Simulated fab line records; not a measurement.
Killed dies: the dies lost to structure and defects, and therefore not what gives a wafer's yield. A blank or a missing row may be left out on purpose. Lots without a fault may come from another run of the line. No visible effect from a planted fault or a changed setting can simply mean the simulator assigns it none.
Matching of chambers -- flow sky130 -- SKY_CONTACT_ETCH_17 on rie-diel-03: 4 sister chambers
The step etches SiO2 in C4F8/O2/Ar, stops on Si3N4, target depth 340 nm. 14 wafers are shown with their chamber, then 7 later ones without.

WAFERS PAIRED WITH THEIR CHAMBERS
wafer,chamber,oes-product-au (a.u.)
L479.2,2,0.900
L479.4,1,0.901
L479.5,3,0.898
L484.2,1,0.897
L484.5,1,0.897
L484.6,2,0.899
L489.3,0,0.895
L489.4,2,0.893
L489.5,3,0.889
L491.4,0,0.897
L491.5,1,0.892
L491.6,0,0.882
L492.1,3,0.896
L492.5,1,0.887

SIGNATURES, as means of the wafers listed above
reading,chamber 0,chamber 1,chamber 2,chamber 3,scatter within a chamber
oes-product-au,0.89133,0.89480,0.89733,0.89433,0.00568
Rule: for each reading, subtract the chamber's mean from the wafer's reading, divide by that reading's scatter and square the result; add these up over the readings and take the root, which gives the wafer's distance from the chamber. If the next closest chamber is less than 2 further off than the closest, the wafer can't be placed; otherwise it belongs to the closest. The scatter: the root of (the sum of the squares of (reading less its chamber's mean) over the shown wafers, divided by (wafers less chambers)).

WAFERS WITHOUT THEIR CHAMBER
wafer,oes-product-au (a.u.)
L492.6,0.889
L496.2,0.892
L496.3,0.894
L496.4,0.882
L500.1,0.887
L500.3,0.899
L500.5,0.891

EACH ONE'S CHAMBER
wafer,from the rows above,in truth
L492.6,can't be placed: 0 or 3 or 1 or 2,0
L496.2,can't be placed: 0 or 3 or 1 or 2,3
L496.3,can't be placed: 3 or 1 or 0 or 2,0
L496.4,can't be placed: 0 or 3 or 1 or 2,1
L500.1,can't be placed: 0 or 3 or 1 or 2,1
L500.3,can't be placed: 2 or 1 or 3 or 0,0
L500.5,can't be placed: 0 or 3 or 1 or 2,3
Correctly placed: 0 of 7. Can't be placed from these rows: 7 (the true chamber is among the candidates in 7). 0 placed wrongly.
